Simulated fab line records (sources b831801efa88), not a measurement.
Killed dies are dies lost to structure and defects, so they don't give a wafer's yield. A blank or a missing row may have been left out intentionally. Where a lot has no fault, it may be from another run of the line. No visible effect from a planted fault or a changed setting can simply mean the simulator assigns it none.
Matching of chambers / flow gf180mcu / 4 sister chambers for GF_V1_CMP_26 on cmp-01
The step polishes, stops on SiO2, t overpolish 15 s, target thk 0 nm. 8 wafers are shown with their chamber, then 11 later ones without.

WAFERS, EACH WITH ITS CHAMBER
wafer=L079.5; chamber=1; motor_current_A (A)=10.7; time_to_endpoint_s (s)=89
wafer=L081.1; chamber=0; motor_current_A (A)=10.7; time_to_endpoint_s (s)=92
wafer=L081.4; chamber=2; motor_current_A (A)=11.3; time_to_endpoint_s (s)=90
wafer=L081.6; chamber=0; motor_current_A (A)=10.7; time_to_endpoint_s (s)=89
wafer=L086.4; chamber=3; motor_current_A (A)=12.3; time_to_endpoint_s (s)=86
wafer=L086.5; chamber=2; motor_current_A (A)=11.4; time_to_endpoint_s (s)=86
wafer=L086.6; chamber=3; motor_current_A (A)=12.0; time_to_endpoint_s (s)=84
wafer=L087.2; chamber=1; motor_current_A (A)=11.2; time_to_endpoint_s (s)=85

WAFERS MISSING THEIR CHAMBER
wafer=L087.5; motor_current_A (A)=11.1; time_to_endpoint_s (s)=95
wafer=L087.6; motor_current_A (A)=11.0; time_to_endpoint_s (s)=90
wafer=L088.3; motor_current_A (A)=12.5; time_to_endpoint_s (s)=86
wafer=L088.5; motor_current_A (A)=11.2; time_to_endpoint_s (s)=91
wafer=L088.6; motor_current_A (A)=11.2; time_to_endpoint_s (s)=85
wafer=L089.1; motor_current_A (A)=10.4; time_to_endpoint_s (s)=92
wafer=L089.2; motor_current_A (A)=11.3; time_to_endpoint_s (s)=90
wafer=L089.3; motor_current_A (A)=11.1; time_to_endpoint_s (s)=85
wafer=L097.3; motor_current_A (A)=11.4; time_to_endpoint_s (s)=92
wafer=L097.5; motor_current_A (A)=12.5; time_to_endpoint_s (s)=91
wafer=L097.6; motor_current_A (A)=11.7; time_to_endpoint_s (s)=90

THE CHAMBER EACH PASSED THROUGH
wafer=L087.5; from the rows above=can't be placed: 0 or 2 or 1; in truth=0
wafer=L087.6; from the rows above=can't be placed: 1 or 0 or 2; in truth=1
wafer=L088.3; from the rows above=3; in truth=3
wafer=L088.5; from the rows above=can't be placed: 2 or 1 or 0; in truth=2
wafer=L088.6; from the rows above=can't be placed: 2 or 1 or 0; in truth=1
wafer=L089.1; from the rows above=can't be placed: 0 or 1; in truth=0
wafer=L089.2; from the rows above=can't be placed: 2 or 1 or 0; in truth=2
wafer=L089.3; from the rows above=can't be placed: 1 or 2 or 0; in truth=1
wafer=L097.3; from the rows above=can't be placed: 2 or 1 or 0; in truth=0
wafer=L097.5; from the rows above=3; in truth=3
wafer=L097.6; from the rows above=can't be placed: 2 or 3 or 1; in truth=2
Correct placement for 2 of the 11. These rows do not allow placing 9 (true chamber among the candidates in 9). 0 placed wrongly.
How it was worked out, from the rows above alone: a wafer's distance from a chamber is the root of the sum, over the readings, of the square of ((its reading less the chamber's mean) divided by the reading's scatter). If the next closest chamber is less than 2 further off than the closest, the wafer can't be placed; otherwise it belongs to the closest. Each chamber's mean is taken over the wafers shown for it. How the scatter is found: for the shown wafers, subtract from each reading the mean of its chamber, square and add these, divide the total by (wafers less chambers), then take the root.
